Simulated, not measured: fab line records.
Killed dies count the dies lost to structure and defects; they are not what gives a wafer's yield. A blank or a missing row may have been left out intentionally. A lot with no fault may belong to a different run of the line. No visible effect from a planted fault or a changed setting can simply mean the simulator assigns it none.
Which of the tools did it?	flow gf180mcu	Sampling: 24 lots, 72 wafers, 5 of 602 route steps

WHAT THE GAUGES SHOWED, per wafer
GF_M2_RS_MEAS_05: measures by four-point-probe.
lot	measured	on	M2_ALCU_RS (ohm/sq)
L074	day 18 23:48	filmMetro-03	0.0704 0.0707 0.0706
L075	day 19 11:53	filmMetro-03	0.0703 0.0702 0.0702
L076	day 19 12:41	filmMetro-04	0.0693 0.0698 0.0703
L077	day 20 00:04	filmMetro-03	0.0684 0.0685 0.0688
L078	day 20 16:53	filmMetro-04	0.0690 0.0702 0.0698
L079	day 21 01:46	filmMetro-03	0.0690 0.0697 0.0708
L080	day 21 07:20	filmMetro-02	0.0698 0.0687 0.0703
L082	day 21 21:40	filmMetro-04	0.0693 0.0709 0.0697
L081	day 21 23:05	filmMetro-04	0.0713 0.0716 0.0710
L083	day 22 06:52	filmMetro-03	0.0686 0.0691 0.0694
L084	day 22 11:44	filmMetro-02	0.0689 0.0690 0.0707
L085	day 22 19:14	filmMetro-04	0.0705 0.0700 0.0710
L086	day 23 03:11	filmMetro-02	0.0706 0.0695 0.0700
L087	day 23 12:12	filmMetro-03	0.0705 0.0715 0.0696
L088	day 24 02:00	filmMetro-04	0.0693 0.0695 0.0695
L089	day 24 13:44	filmMetro-03	0.0681 0.0685 0.0681
L090	day 24 16:00	filmMetro-02	0.0715 0.0703 0.0710
L091	day 25 00:34	filmMetro-04	0.0680 0.0685 0.0687
L092	day 25 06:07	filmMetro-02	0.0704 0.0690 0.0696
L093	day 25 15:22	filmMetro-03	0.0711 0.0713 0.0706
L094	day 25 21:55	filmMetro-04	0.0707 0.0706 0.0706
L095	day 26 09:21	filmMetro-04	0.0720 0.0711 0.0718
L096	day 26 13:28	filmMetro-02	0.0707 0.0698 0.0696
L097	day 26 20:41	filmMetro-02	0.0692 0.0690 0.0691

GF_V2_THK_MEAS_01.
lot	measured	on	V2_CVD_00_THK (nm)
L074	day 20 00:43	filmMetro-01	606 612 607
L075	day 20 13:32	filmMetro-04	605 605 611
L076	day 20 14:42	filmMetro-04	602 605 612
L077	day 21 01:40	filmMetro-01	597 609 602
L078	day 21 18:19	filmMetro-02	600 595 608
L079	day 22 02:25	filmMetro-04	600 606 606
L080	day 22 08:40	filmMetro-04	616 625 602
L082	day 22 22:03	filmMetro-02	599 606 597
L081	day 22 23:25	filmMetro-02	606 612 620
L083	day 23 06:46	filmMetro-04	617 598 604
L084	day 23 11:40	filmMetro-02	616 607 610
L085	day 23 19:12	filmMetro-04	616 598 603
L086	day 24 03:40	filmMetro-01	602 596 595
L087	day 24 11:16	filmMetro-02	589 590 590
L088	day 25 01:00	filmMetro-04	591 589 583
L089	day 25 12:49	filmMetro-04	580 588 589
L090	day 25 14:50	filmMetro-04	593 596 577
L091	day 25 23:35	filmMetro-04	599 610 598
L092	day 26 04:48	filmMetro-01	612 600 601
L093	day 26 13:58	filmMetro-02	605 613 596
L094	day 26 20:16	filmMetro-01	599 604 606
L095	day 27 07:16	filmMetro-02	616 592 607
L096	day 27 11:38	filmMetro-02	582 592 591
L097	day 27 17:38	filmMetro-02	592 611 607

GF_M5_CD_MEAS_07: the cd target is 280 nm.
lot	measured	on	cdNm (nm)
L074	day 27 03:11	cdSem-02	281.2 280.6 280.0
L075	day 27 11:20	cdSem-02	280.4 279.7 279.4
L076	day 27 13:07	cdSem-01	281.7 281.5 282.8
L077	day 27 22:58	cdSem-02	278.1 278.5 279.2
L078	day 28 12:52	cdSem-02	278.8 279.9 279.3
L079	day 28 22:08	cdSem-02	280.6 280.4 280.4
L080	day 29 01:28	cdSem-02	280.2 280.1 280.4
L082	day 29 11:25	cdSem-01	281.7 281.5 280.2
L081	day 29 12:29	cdSem-01	279.9 280.4 280.0
L083	day 29 21:44	cdSem-01	280.3 280.4 281.9
L084	day 29 23:56	cdSem-02	279.6 280.7 280.6
L085	day 30 06:41	cdSem-02	280.1 279.7 280.0
L086	day 30 11:53	cdSem-01	279.9 278.4 279.1
L087	day 30 19:31	cdSem-01	282.5 280.4 281.7
L088	day 31 07:01	cdSem-02	280.7 281.3 280.4
L089	day 31 18:36	cdSem-01	279.5 280.5 279.7
L090	day 31 18:42	cdSem-02	280.1 280.0 279.5
L091	day 32 02:24	cdSem-01	278.9 279.9 279.9
L092	day 32 06:08	cdSem-01	280.9 280.8 279.5
L093	day 32 13:31	cdSem-02	279.6 280.0 280.0
L094	day 32 18:10	cdSem-02	281.1 281.0 280.5
L095	day 33 04:05	cdSem-02	279.4 280.0 278.9
L096	day 33 06:50	cdSem-02	278.8 279.0 278.3
L097	day 33 11:36	cdSem-01	282.3 281.8 281.8

EACH LOT AND THE TOOL THAT RAN IT (in order: tool; ch and the chambers of the sampled wafers; start)
lot	GF_M2_SPUTTER_00	GF_V3_SPUTTER_22
L074	pvdSputter-04, day 18 23:32	pvdSputter-04, day 23 05:38
L075	pvdSputter-03, day 19 11:39	pvdSputter-02, day 23 16:14
L076	pvdSputter-02, day 19 12:26	pvdSputter-04, day 23 18:08
L077	pvdSputter-02, day 19 23:50	pvdSputter-01, day 24 04:08
L078	pvdSputter-02, day 20 16:40	pvdSputter-04, day 24 21:13
L079	pvdSputter-02, day 21 01:32	pvdSputter-01, day 25 05:03
L080	pvdSputter-04, day 21 07:06	pvdSputter-01, day 25 09:32
L082	pvdSputter-02, day 21 21:26	pvdSputter-04, day 25 22:16
L081	pvdSputter-03, day 21 22:52	pvdSputter-01, day 25 22:57
L083	pvdSputter-04, day 22 06:39	pvdSputter-04, day 26 06:55
L084	pvdSputter-02, day 22 11:31	pvdSputter-01, day 26 10:50
L085	pvdSputter-03, day 22 19:01	pvdSputter-01, day 26 18:22
L086	pvdSputter-02, day 23 02:57	pvdSputter-02, day 27 00:34
L087	pvdSputter-02, day 23 11:58	pvdSputter-04, day 27 08:01
L088	pvdSputter-02, day 24 01:46	pvdSputter-02, day 27 20:59
L089	pvdSputter-04, day 24 13:31	pvdSputter-04, day 28 08:35
L090	pvdSputter-03, day 24 15:47	pvdSputter-02, day 28 10:22
L091	pvdSputter-03, day 25 00:21	pvdSputter-02, day 28 18:22
L092	pvdSputter-02, day 25 05:50	pvdSputter-01, day 28 23:20
L093	pvdSputter-03, day 25 15:07	pvdSputter-04, day 29 07:47
L094	pvdSputter-03, day 25 21:41	pvdSputter-01, day 29 13:03
L095	pvdSputter-02, day 26 09:07	pvdSputter-04, day 30 00:30
L096	pvdSputter-02, day 26 13:15	pvdSputter-04, day 30 03:09
L097	pvdSputter-03, day 26 20:24	pvdSputter-01, day 30 09:18
- GF_M2_SPUTTER_00: material Ti, target thk 37.5 nm, time 150 s.
- GF_V3_SPUTTER_22: material TiN, target thk 10 nm, time 40 s.

AS READ BY THE TOOLS THEMSELVES (means over the sampled wafers that have a number; for cases with no such wafer, the mark the record gives instead)
GF_M2_SPUTTER_00.
lot	tool	throttleValvePct (%)
L074	pvdSputter-04	29.0
L075	pvdSputter-03	28.8
L076	pvdSputter-02	30.6
L077	pvdSputter-02	30.4
L078	pvdSputter-02	30.6
L079	pvdSputter-02	30.3
L080	pvdSputter-04	29.5
L082	pvdSputter-02	30.6
L081	pvdSputter-03	29.0
L083	pvdSputter-04	29.3
L084	pvdSputter-02	30.3
L085	pvdSputter-03	29.0
L086	pvdSputter-02	30.2
L087	pvdSputter-02	30.3
L088	pvdSputter-02	30.5
L089	pvdSputter-04	29.2
L090	pvdSputter-03	28.5
L091	pvdSputter-03	29.2
L092	pvdSputter-02	30.7
L093	pvdSputter-03	29.1
L094	pvdSputter-03	28.8
L095	pvdSputter-02	30.4
L096	pvdSputter-02	30.1
L097	pvdSputter-03	29.0

GF_V3_SPUTTER_22.
lot	tool	throttleValvePct (%)
L074	pvdSputter-04	30.1
L075	pvdSputter-02	30.6
L076	pvdSputter-04	29.3
L077	pvdSputter-01	30.6
L078	pvdSputter-04	29.3
L079	pvdSputter-01	30.8
L080	pvdSputter-01	31.2
L082	pvdSputter-04	29.9
L081	pvdSputter-01	31.2
L083	pvdSputter-04	29.9
L084	pvdSputter-01	30.9
L085	pvdSputter-01	31.3
L086	pvdSputter-02	30.1
L087	pvdSputter-04	29.8
L088	pvdSputter-02	30.3
L089	pvdSputter-04	29.6
L090	pvdSputter-02	30.3
L091	pvdSputter-02	30.4
L092	pvdSputter-01	30.9
L093	pvdSputter-04	29.5
L094	pvdSputter-01	31.2
L095	pvdSputter-04	30.7
L096	pvdSputter-04	30.1
L097	pvdSputter-01	31.1

THE ANSWER, worked out from the rows above alone
Rule: the usual values come from the lots themselves. The widest of any qualifying gaps counts: lots, ordered by their means at a reading, are off when they make up no more than a third of the lots, leave a main group of 4 or more, and stand apart from it by 3 or more times the standard deviation of that group's means. Not used: any main group whose means are identical at the precision the tables above print for the reading. A lot without any number at a reading at which 4 lots or more have one is off too. Where the step has rows for the other lots, those lots are counted as sound. First the gauges in route order, then the tools' own readings, where a lot's mean is used as printed above. At the first step where some lot is off, the reading lying furthest off is the one used; lots without a number count as furthest.
None of the lots is off at any reading shown; this tells nothing.

WHAT THE SIMULATOR PUT IN
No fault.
